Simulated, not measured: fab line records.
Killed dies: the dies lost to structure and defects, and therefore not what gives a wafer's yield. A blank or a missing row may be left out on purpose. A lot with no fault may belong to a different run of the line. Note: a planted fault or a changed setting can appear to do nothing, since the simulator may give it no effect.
fab line records + flow sky130
record
- lots=6
- wafers=18
- last-day=49
route steps=708 shown LDD_P@259 LDD_HVN@267
lots that met no fault: from a run of the same line without faults
start-h: hours from the record's first day to the start of the lot's first wafer shown + wait-h: hours from the lot's prior step to this one + " unchanged from the row above + L1.1+2: one row covering several wafers at once + - either no value or no given start + * or withheld: withheld + < > ~ a bound
route shown NAME@n: names a module that has steps shown in the file, with the first one's number in the route + usual: average and standard deviation across the fault-free wafers + same: alike in all rows + chamber/n: place in a boat + sites: per-site readings + _std_site: standard deviation of those values + _edge_site: inner sites' mean taken away from outer sites' mean + radius-mm: how far each site lies from the wafer's centre + mask NAME#n: copy n + behind: tool/chamber where the wafer was last shaped + hold: what put the lot on hold/how long, in hours/how the hold closed + device: which transistor (n, p or np) failed to switch + end of line: the tests these same wafers got at the end of their route + step lacking rows: just its recipe + killed: dies that structure and defects cost at the first sort, which is not the same as the wafer's yield + map: a wafer's dies, x killed, . not, _ none there
set.NAME: setting as actually run; set.NAME@STEP: the setting as run at that earlier step + model.NAME: the simulator's own value behind a step, which no gauge read
lots at selected steps of the route; one table per step, one row per wafer
services: when a tool's chamber went out of use (start-h, in hours from the record's first day, below 0 if earlier), for how many hours, and the reason
## steps
# step SKY_LDD_P_EXPOSE_04
# recipe
- mask-id=PSDM
- na=0.6
- source-shape=conventional
- sigma-outer=0.6
- polarization=unpolarized
- target-cd-nm=380
- dose-mj=138
# step SKY_LDD_P_PEB_05
# recipe
- temp-c=withheld
- time-s=*
- resist=NOVOLAK
# step SKY_LDD_P_DEVELOP_06
# recipe
- resist=NOVOLAK
- developer=TMAH
- develop-time-s=60
- dev-temp-c=23
# step SKY_LDD_P_CD_MEAS_07
# recipe
- target-cd-nm=380
# usual
- cd-nm=380.0/2.6
| lot.wafer | tool      | chamber | start-h | wait-h | cd-nm |
|-----------|-----------|---------|---------|--------|-------|
| L608.2    | cd-sem-01 | -       | 457.86  | 0.1    | 379.9 |
| L608.5    | "         | -       | "       | "      | 379.4 |
| L608.6    | "         | -       | "       | "      | 380.3 |
| L617.2    | cd-sem-01 | -       | 552.66  | 0.1    | 382.3 |
| L617.5    | "         | -       | "       | "      | 383.1 |
| L617.6    | "         | -       | "       | "      | 383.0 |
| L618.1    | cd-sem-01 | -       | 558.04  | 0.1    | 380.2 |
| L618.3    | "         | -       | "       | "      | 379.3 |
| L618.6    | "         | -       | "       | "      | 380.4 |
| L620.4    | cd-sem-02 | -       | 570.85  | 0.1    | 375.6 |
| L620.5    | "         | -       | "       | "      | 372.3 |
| L620.6    | "         | -       | "       | "      | 376.0 |
| L624.1    | cd-sem-02 | -       | 604.49  | 0.1    | 382.5 |
| L624.2    | "         | -       | "       | "      | 381.3 |
| L624.5    | "         | -       | "       | "      | 382.3 |
| L625.2    | cd-sem-02 | -       | 606.00  | 0.1    | 379.2 |
| L625.5    | "         | -       | "       | "      | 382.3 |
| L625.6    | "         | -       | "       | "      | 378.8 |
# step SKY_LDD_P_OVL_MEAS_08
# usual
- LDD_P_OVL=-0.5/1.1
| lot.wafer | tool       | chamber | start-h | wait-h | LDD_P_OVL[nm] |
|-----------|------------|---------|---------|--------|---------------|
| L608.2    | overlay-02 | -       | 457.97  | 0.1    | -1.2          |
| L608.5    | "          | -       | "       | "      | 0.4           |
| L608.6    | "          | -       | "       | "      | -0.7          |
| L617.2    | overlay-02 | -       | 552.77  | 0.1    | -0.4          |
| L617.5    | "          | -       | "       | "      | -0.5          |
| L617.6    | "          | -       | "       | "      | -0.3          |
| L618.1    | overlay-02 | -       | 558.16  | 0.1    | -0.9          |
| L618.3    | "          | -       | "       | "      | 1.0           |
| L618.6    | "          | -       | "       | "      | -0.8          |
| L620.4    | overlay-01 | -       | 570.93  | 0.1    | -0.3          |
| L620.5    | "          | -       | "       | "      | -0.6          |
| L620.6    | "          | -       | "       | "      | -1.0          |
| L624.1    | overlay-02 | -       | 604.61  | 0.1    | 0.2           |
| L624.2    | "          | -       | "       | "      | -0.9          |
| L624.5    | "          | -       | "       | "      | -1.3          |
| L625.2    | overlay-02 | -       | 606.11  | 0.1    | -1.3          |
| L625.5    | "          | -       | "       | "      | -1.3          |
| L625.6    | "          | -       | "       | "      | -0.9          |
# step SKY_LDD_P_IMPLANT_09
# recipe
- species=BF2
- energy-kev=25
- dose-cm2=1e+13
- tilt-deg=withheld
# step SKY_LDD_P_STRIP_10
# recipe
- chemistry=O2/N2
- power-w=1400
- pressure-mtorr=1500
- platen-temp-c=withheld
- o2-flow-sccm=3000
- n2-flow-sccm=300
- overash-fraction=0.5
# usual
- drypump-motor-current-A=5.8/0.35
- oes-product-au=0.716/0.0044
- strip-time-to-endpoint-s=14.17/0.038
| lot.wafer | tool            | chamber | start-h | wait-h | drypump-motor-current-A | oes-product-au | rf-hours-counter-h | strip-time-to-endpoint-s |
|-----------|-----------------|---------|---------|--------|-------------------------|----------------|--------------------|--------------------------|
| L608.2    | plasma-asher-01 | 0       | 458.15  | 0.1    | 5.8                     | 0.721          | 76                 | 14.23                    |
| L608.5    | "               | 0       | "       | "      | 5.8                     | 0.715          | -                  | 14.24                    |
| L608.6    | "               | 1       | "       | "      | 5.7                     | 0.714          | -                  | 14.16                    |
| L617.2    | plasma-asher-03 | 0       | 552.95  | 0.1    | 5.6                     | 0.717          | 44                 | 14.19                    |
| L617.5    | "               | 0       | "       | "      | 5.6                     | 0.716          | -                  | 14.19                    |
| L617.6    | "               | 1       | "       | "      | 5.5                     | 0.716          | -                  | 14.21                    |
| L618.1    | plasma-asher-01 | 1       | 558.35  | 0.1    | 5.6                     | 0.716          | 84                 | 14.16                    |
| L618.3    | "               | 1       | "       | "      | 5.6                     | 0.714          | -                  | 14.17                    |
| L618.6    | "               | 1       | "       | "      | 5.6                     | 0.711          | -                  | 14.16                    |
| L620.4    | plasma-asher-01 | 0       | 571.13  | 0.1    | 5.8                     | 0.710          | -                  | 14.22                    |
| L620.5    | "               | 0       | "       | "      | 5.9                     | 0.719          | -                  | 14.17                    |
| L620.6    | "               | 1       | "       | "      | 5.6                     | 0.717          | -                  | 14.18                    |
| L624.1    | plasma-asher-03 | 0       | 604.80  | 0.1    | 5.6                     | 0.710          | 49                 | 14.24                    |
| L624.2    | "               | 1       | "       | "      | 5.5                     | 0.718          | 49                 | 14.22                    |
| L624.5    | "               | 0       | "       | "      | 5.6                     | 0.728          | -                  | 14.20                    |
| L625.2    | plasma-asher-02 | 0       | 606.29  | 0.1    | 6.6                     | 0.712          | 17                 | 14.19                    |
| L625.5    | "               | 0       | "       | "      | 6.6                     | 0.715          | -                  | 14.20                    |
| L625.6    | "               | 1       | "       | "      | 6.1                     | 0.710          | -                  | 14.21                    |
# step SKY_LDD_P_TW_MEAS_11
# usual
- LDD_P_TW=640/3.7
| lot.wafer | tool          | chamber | start-h | wait-h | LDD_P_TW |
|-----------|---------------|---------|---------|--------|----------|
| L608.2    | film-metro-02 | -       | 458.26  | 0.1    | 639      |
| L608.5    | "             | -       | "       | "      | 639      |
| L608.6    | "             | -       | "       | "      | 640      |
| L617.2    | film-metro-02 | -       | 553.06  | 0.1    | 635      |
| L617.5    | "             | -       | "       | "      | 637      |
| L617.6    | "             | -       | "       | "      | 636      |
| L618.1    | film-metro-03 | -       | 558.45  | 0.1    | 640      |
| L618.3    | "             | -       | "       | "      | 642      |
| L618.6    | "             | -       | "       | "      | 641      |
| L620.4    | film-metro-02 | -       | 571.22  | 0.1    | 637      |
| L620.5    | "             | -       | "       | "      | 638      |
| L620.6    | "             | -       | "       | "      | 638      |
| L624.1    | film-metro-02 | -       | 604.90  | 0.1    | 638      |
| L624.2    | "             | -       | "       | "      | 637      |
| L624.5    | "             | -       | "       | "      | 639      |
| L625.2    | film-metro-02 | -       | 606.40  | 0.1    | 634      |
| L625.5    | "             | -       | "       | "      | 635      |
| L625.6    | "             | -       | "       | "      | 634      |
# step SKY_LDD_HVN_DEHYDRATE_00
# recipe
- temp-c=200
- time-s=60
# step SKY_LDD_HVN_HMDS_01
# recipe
- prime-time-s=60
- prime-temp-c=120
# step SKY_LDD_HVN_COAT_02
# recipe
- resist=NOVOLAK
- spin-rpm=3000
- resist-thk-nm=300
# step SKY_LDD_HVN_SOFTBAKE_03
# recipe
- temp-c=90
- time-s=60
- resist=NOVOLAK
# step SKY_LDD_HVN_EXPOSE_04
# recipe
- mask-id=HVNTM
- na=0.6
- source-shape=conventional
- sigma-outer=0.6
- polarization=unpolarized
- target-cd-nm=700
- dose-mj=127
# usual
- exposure-dose-mJ-cm2=126.99/0.11
- focus-offset-nm=-0.1/0.54
- na=0.6/0
| lot.wafer | tool             | chamber | start-h | wait-h | mask    | exposure-dose-mJ-cm2 | focus-offset-nm | na  |
|-----------|------------------|---------|---------|--------|---------|----------------------|-----------------|-----|
| L608.2    | iline-stepper-01 | 0       | 473.00  | -      | HVNTM#0 | 127.05               | 0.3             | 0.6 |
| L608.5    | "                | 0       | "       | "      | HVNTM#0 | 126.90               | 0.1             | 0.6 |
| L608.6    | "                | 0       | "       | "      | HVNTM#0 | 127.02               | -0.7            | 0.6 |
| L617.2    | iline-stepper-02 | -       | 568.18  | -      | HVNTM#0 | -                    | -               | -   |
| L617.5    | "                | -       | "       | "      | HVNTM#0 | -                    | -               | -   |
| L617.6    | "                | -       | "       | "      | HVNTM#0 | -                    | -               | -   |
| L618.1    | iline-stepper-02 | -       | 573.09  | -      | HVNTM#0 | -                    | -               | -   |
| L618.3    | "                | -       | "       | "      | HVNTM#0 | -                    | -               | -   |
| L618.6    | "                | -       | "       | "      | HVNTM#0 | -                    | -               | -   |
| L620.4    | iline-stepper-02 | 0       | 586.74  | -      | HVNTM#0 | 127.04               | 0.7             | 0.6 |
| L620.5    | "                | 0       | "       | "      | HVNTM#0 | 127.12               | 0.7             | 0.6 |
| L620.6    | "                | 0       | "       | "      | HVNTM#0 | 127.01               | 0.1             | 0.6 |
| L624.1    | iline-stepper-02 | 0       | 619.71  | -      | HVNTM#0 | 127.13               | 0.8             | 0.6 |
| L624.2    | "                | 0       | "       | "      | HVNTM#0 | 126.98               | 0.1             | 0.6 |
| L624.5    | "                | 0       | "       | "      | HVNTM#0 | 126.95               | 0.9             | 0.6 |
| L625.2    | iline-stepper-01 | 0       | 620.93  | -      | HVNTM#0 | 127.22               | -0.4            | 0.6 |
| L625.5    | "                | 0       | "       | "      | HVNTM#0 | 127.18               | 0.4             | 0.6 |
| L625.6    | "                | 0       | "       | "      | HVNTM#0 | 126.94               | -0.1            | 0.6 |
# step SKY_LDD_HVN_PEB_05
# recipe
- temp-c=withheld
- time-s=*
- resist=NOVOLAK
## services
| tool             | chamber | start-h | hours | kind   |
|------------------|---------|---------|-------|--------|
| plasma-asher-02  | -       | 450.82  | 4.3   | repair |
| iline-stepper-01 | -       | 460.31  | 1.7   | pm     |
| plasma-asher-01  | -       | 484.61  | 20.1  | repair |
| plasma-asher-01  | -       | 501.51  | 0.4   | repair |
| plasma-asher-02  | -       | 514.31  | 11.1  | repair |
| plasma-asher-01  | -       | 517.17  | 1.8   | repair |
| iline-stepper-01 | -       | 517.97  | 5.2   | repair |
| iline-stepper-01 | -       | 546.77  | 4.8   | repair |
| iline-stepper-01 | -       | 600.43  | 0.7   | repair |
| iline-stepper-02 | -       | 603.20  | 1.7   | pm     |
## key
first-sign
- step=SKY_LDD_HVN_EXPOSE_04
- reading=tool-record
- direction=missing
effect none on later readings
met-at SKY_LDD_HVN_EXPOSE_04
struck-wafers L617.2,L617.5,L617.6,L618.1,L618.3,L618.6
sort-left-out L617.2,L617.5,L617.6,L618.1,L618.3,L618.6
tester-left-out L617,L618
fault
- kind=skipped-step-whole
- tool=iline-stepper-02
- chamber=-
- onset-h=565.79
- steps=SKY_LDD_HVN_EXPOSE_04
- scope=struck-lots-only
# tester-left-out: of these lots the tester's yield and bins aren't shown, on N5 and GAA mostly nor the transistor test; their killed dies are dies lost to structure and defects alone, not to doping, threshold or leakage, so they don't give the yield
# sort-left-out: the simulated sort isn't trusted on such a fault, so these wafers' sort isn't shown, and their yield isn't known
